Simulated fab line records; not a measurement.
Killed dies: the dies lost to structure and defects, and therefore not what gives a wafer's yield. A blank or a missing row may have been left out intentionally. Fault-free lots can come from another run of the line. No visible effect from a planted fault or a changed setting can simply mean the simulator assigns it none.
Code-filled problem report in 8D (eight disciplines) form || flow gf180mcu || the parts of the form that need people (team, actions taken, sign-off) are left out

## 1. THE PROBLEM
Across 2 wafers from 2 lots, V4_W_RS at GF_V4_RS_MEAS_24 averages 0.193 ohm/sq, while fault-free wafers read 0.329 ohm/sq with a standard deviation of 0.0034. Relative to the usual mean, that is a shift of -40 standard deviations.
The step: measures by four-point-probe.
Seen first at day 29 13:52 on film metro-03, wafer L609.2. The record holds 33 wafers of 11 lots with a number at this step. The rule behind "out" and "out of limits": a value lying over 4 standard deviations away from the usual mean. The other wafers with a number count as sound.

## 2. WHAT IT IS, WHAT IT ISN'T
{"question": "which readings at this step", "is": "V4_W_RS", "is not": "-"}
{"question": "which lots", "is": "L609, L610", "is not": "L593, L595, L597, L598, L600, L601, L611, L613, L616"}
{"question": "which wafers of those lots", "is": "L609.2, L610.4", "is not": "L609.3, L609.6, L610.3, L610.6"}
{"question": "read on which gauges", "is": "film metro-03", "is not": "film metro-02, film metro-04"}
{"question": "when", "is": "from day 29 13:52", "is not": "up to then (20 sound wafers); but 11 sound wafers of L610, L611, L613, L616 came after"}

## 3. THE SUSPECTS, EACH WITH WHAT RULES IT OUT
Counting: any tool at a process step up to the reading remains a suspect provided it ran every lot that is out. Sound lots after the first of them don't rule it out here, since some wafers of a struck lot are sound.
- the gauge at GF_V4_RS_MEAS_24 has been ruled out. All the wafers that are out were read on film metro-03, but those of them that GF_V4_CMP_26 has rows for are out there too, on other tools.
- cvd w-02 at GF_V4_CVD_23 (deposits W, target thk 350 nm, time 104.9 s): kept. It ran every lot that is out, first L609 (day 29 13:44); its last sound lot up to then is L601 (day 27 07:28).
Left after counting: cvd w-02 at GF_V4_CVD_23.

## 4. THE CAUSE (what the simulator had put in)
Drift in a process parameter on cvd w-02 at GF_V4_CVD_23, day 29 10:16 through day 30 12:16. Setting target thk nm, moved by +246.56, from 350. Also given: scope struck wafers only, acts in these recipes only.
Only this tool survived the counting.

## 5. THE EFFECT CHAIN, in route order
One row per reading whose mean, taken over the struck wafers that have a number, lies over 3 standard deviations from the usual. Readings are gone through only where the record gives a usual standard deviation; hours: the median, over the lots, of the time from a lot's start at the first step in this table giving one to that lot's start at this step; sigmas: the change measured in usual standard deviations.
{"hours": 0, "step": "GF_V4_RS_MEAS_24", "reading": "V4_W_RS", "usual": "0.329 ohm/sq", "on struck wafers": 0.193, "change": -0.136, "sigmas": -40}
{"hours": 0, "step": "GF_V4_CMP_26", "reading": "time to endpoint s", "usual": "83 s", "on struck wafers": 142, "change": "+60", "sigmas": "+17"}
Its process steps:
- GF_V4_CMP_26: polishes, stops on SiO2, t overpolish 15 s, target thk 0 nm.
Readings that are blank on the struck wafers while sound wafers have them: V4_W_THK at GF_V4_THK_MEAS_25.

## 6. HOW IT WOULD HAVE BEEN CAUGHT EARLIER
4 hours passed between the start of the fault at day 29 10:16 and the first reading out of limits at a measuring or inspecting step in this record, taken at day 29 13:52.
Tool readings at GF_V4_CVD_23 with a usual standard deviation given in the record: none out on any struck wafer, hence no alarm at a limit of 4 standard deviations on them.
Of the lots that are out (2), L610 began GF_V4_CVD_23 on cvd w-02 after day 29 13:52. It would have been spared by a hold on the tool at that moment.
